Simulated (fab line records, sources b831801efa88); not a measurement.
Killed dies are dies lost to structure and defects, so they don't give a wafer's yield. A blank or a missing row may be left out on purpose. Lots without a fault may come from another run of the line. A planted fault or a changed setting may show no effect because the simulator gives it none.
A struck lot beside a sound one | flow sky130 | 14 steps out of a route of 708
Sound: wafers L521.1, L521.5, L521.6. Struck: wafers L529.2, L529.3, L529.4. The cause comes at the end.
At each step with rows: each side's tool, then ch and its chambers, then its first start. Under that, the readings that differ: sound wafers | struck wafers | difference of the means | sigmas: that difference in standard deviations of wafers without a fault.
alike: readings whose means differ by less than 2 such deviations, and words and numbers that are the same on both sides. not compared: withheld readings, readings that some wafer has no value for, bounds like >300 that may hide the same value, and numbers for which the record gives no deviation and whose values overlap.
The two part at a step that has a row with sigmas, a row that says differs or no value, or rows on one side only. Numbers that don't overlap but have no deviation are shown without sigmas and don't part them. A reading that every wafer of one side lacks parts them only if that side has two wafers or more.

first, 1 step without rows for these wafers: SKY_GATE_OXIDE_WET_ETCH_12 (etches SiO2 in dHF, target depth 16.8 nm, time 336 s).
SKY_GATE_OXIDE_STRIP_13: strips in O2/N2.
  sound on plasma_asher-04 ch 0,1, day 17 00:13; struck on plasma_asher-03 ch 0,1, day 19 20:11
  alike: drypump_motor_current_A, n2_flow_sccm, oes_product_au, strip_time_to_endpoint_s
  not compared: rf_hours_counter_h
SKY_GATE_OXIDE_TW_MEAS_14:
  sound on film_metro-03, day 17 00:19; struck on film_metro-01, day 19 20:18
  alike: GATE_OXIDE_TW
then, 3 steps without rows for these wafers: SKY_GATE_OXIDE_CLEAN_15 (cleans in SC1/SC2, time 150 s); SKY_GATE_OXIDE_OXIDATION_16 (stabilise 600 s, purge 300 s, target thk 3.57 nm); SKY_POLY_GATE_CVD_00 (deposits poly-Si, target thk 180 nm, time 720 s).
SKY_POLY_GATE_THK_MEAS_01:
  sound on film_metro-04, day 17 09:03; struck on film_metro-03, day 19 23:11
  alike: POLY_GATE_CVD_00_THK
then, 5 steps without rows for these wafers: SKY_RES_PROTECT_DEHYDRATE_00 (time 60 s); SKY_RES_PROTECT_HMDS_01 (prime time 60 s); SKY_RES_PROTECT_COAT_02 (resist thk 1140 nm); SKY_RES_PROTECT_SOFTBAKE_03 (time 60 s); SKY_RES_PROTECT_EXPOSE_04 (exposes mask RPM, target cd 1270 nm).
SKY_RES_PROTECT_PEB_05:
  sound on litho_track-04 ch 0, day 18 14:35; struck on litho_track-04, day 21 05:30
  reading         | sound          | struck | difference                    | sigmas
  exhaust_pa (Pa) | 44.1 45.9 43.6 | - - -  | no value on the struck wafers |
  not compared: chill_plate_temp_C, resist_line_temp_C, time_s
then, 1 step without rows for these wafers: SKY_RES_PROTECT_DEVELOP_06 (develop time 60 s).

WHERE THEY PART
Only at SKY_RES_PROTECT_PEB_05, within this record.

WHY: what the simulator had put in
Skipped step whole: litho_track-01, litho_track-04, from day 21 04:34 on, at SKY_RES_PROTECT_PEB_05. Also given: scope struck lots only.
